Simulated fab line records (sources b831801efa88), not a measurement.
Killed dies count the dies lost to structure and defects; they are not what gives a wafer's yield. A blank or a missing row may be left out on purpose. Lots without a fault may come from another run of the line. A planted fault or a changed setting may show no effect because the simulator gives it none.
Matching of chambers ; flow sky130 ; hdpcvd-01 running SKY_VIA4_HDPCVD_00: 3 sister chambers
The step deposits SiO2, target thk 1750 nm, time 291.7 s. 16 wafers are shown with their chamber, then 8 later ones without.

== WAFERS, EACH WITH ITS CHAMBER ==
wafer;chamber;run-length-s (s)
L104.1;1;319.3
L104.5;0;319.9
L104.6;1;319.8
L106.1;2;320.4
L106.4;2;320.2
L106.5;0;319.5
L107.1;2;320.4
L107.2;1;319.4
L107.4;1;319.7
L113.1;1;319.7
L113.4;1;319.2
L113.5;0;319.9
L119.1;0;319.2
L119.2;1;319.3
L119.5;0;319.5
L122.1;2;320.0

SIGNATURES (means of the wafers above)
reading;chamber 0;chamber 1;chamber 2;scatter within a chamber
run-length-s;319.600;319.486;320.250;0.251
Rule: distance of a wafer from a chamber = root of the sum over the readings of ((wafer's reading minus chamber's mean) / reading's scatter) squared. The wafer belongs to the nearest chamber; if the next one is less than 2 further off, it can't be placed. How the scatter is found: for the shown wafers, subtract from each reading the mean of its chamber, square and add these, divide the total by (wafers less chambers), then take the root.

== WAFERS WITHOUT THEIR CHAMBER ==
wafer;run-length-s (s)
L122.3;320.0
L122.4;319.4
L124.1;319.4
L124.3;319.5
L124.6;319.2
L125.1;319.9
L125.4;319.6
L125.5;320.7

== WHICH CHAMBER EACH ONE RAN IN ==
wafer;from the rows above;in truth
L122.3;can't be placed: 2 or 0 or 1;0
L122.4;can't be placed: 1 or 0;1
L124.1;can't be placed: 1 or 0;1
L124.3;can't be placed: 1 or 0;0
L124.6;can't be placed: 1 or 0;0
L125.1;can't be placed: 0 or 2 or 1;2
L125.4;can't be placed: 0 or 1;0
L125.5;2;2
Correctly placed: 1 of 8. Can't be placed from these rows: 7 (the true chamber is among the candidates in 7). Number placed wrongly: 0.
